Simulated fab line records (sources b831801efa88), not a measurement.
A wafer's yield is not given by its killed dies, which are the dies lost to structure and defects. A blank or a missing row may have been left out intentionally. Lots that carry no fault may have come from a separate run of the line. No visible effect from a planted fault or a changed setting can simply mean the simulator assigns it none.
The tool behind it: which one? ; flow gf180mcu ; 24 lots with 72 wafers sampled at 3 steps, on a route of 602 steps

== WHAT EACH GAUGE READ, for each wafer ==
GF_STI_THK_MEAS_04.
lot;measured;on;STI_CVD_03_THK (nm)
L074;day 1 13:34;film_metro-03;204.1 206.3 204.6
L075;day 1 18:34;film_metro-03;206.6 205.5 204.8
L076;day 1 23:34;film_metro-02;205.2 202.7 203.9
L077;day 2 05:54;film_metro-03;206.2 206.3 204.9
L078;day 2 10:12;film_metro-01;207.0 204.1 204.9
L079;day 2 15:33;film_metro-03;205.9 206.3 207.7
L080;day 2 19:34;film_metro-03;205.0 204.0 203.9
L081;day 3 01:43;film_metro-03;206.5 205.1 208.4
L082;day 3 05:34;film_metro-01;205.6 207.2 206.7
L083;day 3 10:34;film_metro-02;205.9 205.9 206.7
L084;day 3 16:13;film_metro-03;204.7 202.5 205.0
L085;day 3 20:50;film_metro-03;206.0 205.6 204.2
L086;day 4 01:34;film_metro-02;204.9 204.9 206.6
L087;day 4 07:34;film_metro-02;204.9 205.4 206.6
L088;day 4 11:34;film_metro-01;207.1 206.5 209.0
L089;day 4 16:34;film_metro-01;205.1 204.4 202.9
L090;day 4 23:37;film_metro-03;209.0 208.1 210.0
L091;day 5 02:34;film_metro-01;207.9 207.5 208.7
L092;day 5 09:35;film_metro-03;203.5 205.1 205.5
L093;day 5 12:34;film_metro-01;209.2 208.2 207.3
L094;day 5 17:35;film_metro-02;205.5 205.9 204.8
L095;day 5 23:47;film_metro-01;205.3 203.4 203.9
L096;day 6 03:34;film_metro-01;205.3 204.4 206.0
L097;day 6 08:34;film_metro-02;209.8 210.2 207.7

GF_M1_CD_MEAS_14: the cd target is 230 nm.
lot;measured;on;cd_nm (nm)
L074;day 17 01:29;cd_sem-01;231.3 230.8 232.2
L075;day 17 14:11;cd_sem-02;230.2 230.2 229.6
L076;day 17 23:46;cd_sem-01;230.1 230.7 231.4
L077;day 18 12:58;cd_sem-02;230.5 229.5 228.6
L078;day 19 01:01;cd_sem-02;230.9 231.0 231.7
L079;day 19 07:34;cd_sem-01;229.3 229.8 230.0
L080;day 19 22:59;cd_sem-02;230.2 229.6 229.9
L081;day 19 23:55;cd_sem-02;231.1 231.1 232.1
L082;day 20 14:13;cd_sem-02;227.0 228.9 229.5
L083;day 20 19:13;cd_sem-01;229.4 230.9 229.7
L084;day 21 04:28;cd_sem-02;228.1 228.8 227.7
L085;day 21 13:49;cd_sem-02;230.4 229.1 230.3
L086;day 22 01:17;cd_sem-01;229.8 229.4 229.6
L087;day 22 03:53;cd_sem-02;229.1 230.1 230.0
L088;day 22 12:52;cd_sem-01;230.8 230.3 229.3
L089;day 22 21:07;cd_sem-02;231.0 232.4 231.9
L090;day 23 06:23;cd_sem-02;231.8 232.0 232.7
L091;day 23 14:28;cd_sem-01;230.7 230.0 230.6
L092;day 23 22:57;cd_sem-02;230.5 230.2 230.5
L093;day 24 07:10;cd_sem-01;231.4 231.3 230.9
L094;day 24 11:03;cd_sem-02;232.5 231.3 231.2
L095;day 24 21:01;cd_sem-01;229.3 228.4 227.5
L096;day 25 03:56;cd_sem-02;231.8 232.7 231.8
L097;day 25 12:37;cd_sem-02;228.4 228.4 229.0

== TOOL THAT RAN EACH LOT (tool first, then ch and the chambers of the sampled wafers, then the start) ==
lot;GF_STI_CMP_25
L074;cmp-02 ch 0,2,3, day 2 03:08
L075;cmp-02 ch 0,1, day 2 08:25
L076;cmp-01 ch 1,2, day 2 13:50
L077;cmp-02 ch 1,2,3, day 2 20:41
L078;cmp-01 ch 1,2, day 3 02:32
L079;cmp-01 ch 1,2, day 3 06:07
L080;cmp-01 ch 2,3, day 3 11:20
L081;cmp-01 ch 0,2, day 3 16:46
L082;cmp-01 ch 1,2,3, day 3 20:56
L083;cmp-02 ch 1,2, day 4 01:57
L084;cmp-01 ch 0,2,3, day 4 07:50
L085;cmp-01 ch 0,1,3, day 4 12:39
L086;cmp-01 ch 0,2,3, day 4 18:58
L087;cmp-01 ch 1,2,3, day 4 23:20
L088;cmp-01 ch 0,2,3, day 5 03:20
L089;cmp-01 ch 0,1,3, day 5 09:56
L090;cmp-01 ch 0,1, day 5 15:13
L091;cmp-01 ch 0,2,3, day 5 19:04
L092;cmp-01 ch 1,2, day 6 02:50
L093;cmp-01 ch 0,1,3, day 6 04:56
L094;cmp-01 ch 0,1,2, day 6 11:02
L095;cmp-02 ch 0,2,3, day 6 17:39
L096;cmp-02 ch 1,2, day 6 21:11
L097;cmp-01 ch 0,1,3, day 7 02:21
- GF_STI_CMP_25: polishes, stops on Si3N4, t overpolish 33 s, target thk 524.6 nm.

== AS READ BY THE TOOLS THEMSELVES (means over the sampled wafers that have a number; for cases with no such wafer, the mark the record gives instead) ==
GF_STI_CMP_25.
lot;tool;motor_current_A (A);overpolish_run_s (s);time_to_endpoint_s (s)
L074;cmp-02;12.3;33.001;124
L075;cmp-02;13.0;33.004;122
L076;cmp-01;12.6;33.001;127
L077;cmp-02;12.9;32.997;119
L078;cmp-01;11.2;32.995;120
L079;cmp-01;12.3;33.003;130
L080;cmp-01;10.6;32.990;125
L081;cmp-01;11.5;33.004;122
L082;cmp-01;11.8;32.992;124
L083;cmp-02;12.3;33.003;115
L084;cmp-01;11.3;33.006;121
L085;cmp-01;12.4;33.005;127
L086;cmp-01;11.3;33.002;117
L087;cmp-01;11.7;33.001;126
L088;cmp-01;10.7;32.998;122
L089;cmp-01;11.8;32.996;129
L090;cmp-01;12.2;33.001;119
L091;cmp-01;10.6;32.999;117
L092;cmp-01;12.5;33.003;125
L093;cmp-01;12.0;32.996;129
L094;cmp-01;11.9;33.000;123
L095;cmp-02;12.4;32.996;117
L096;cmp-02;12.4;32.999;118
L097;cmp-01;12.3;33.008;121

== THE ANSWER, worked out from the rows above alone ==
Rule: usual is defined by the lots themselves. The widest of any qualifying gaps counts: lots, ordered by their means at a reading, are off when they make up no more than a third of the lots, leave a main group of 4 or more, and stand apart from it by 3 or more times the standard deviation of that group's means. A main group whose means are all the same, to the digits that the tables above print for the reading, isn't used. Also off: a lot with no number at a reading for which 4 or more lots have one. Any other lot the step has rows for is counted as sound. The gauges are gone through in route order, then the tools' own readings, and for those a lot's mean is taken as printed above. The first step at which some lot is off is used, and at that step the reading that is off furthest; a lot without a number counts as furthest.
No lot is off at any reading shown: from this, nothing can be told.

== WHAT THE SIMULATOR HAD INSERTED ==
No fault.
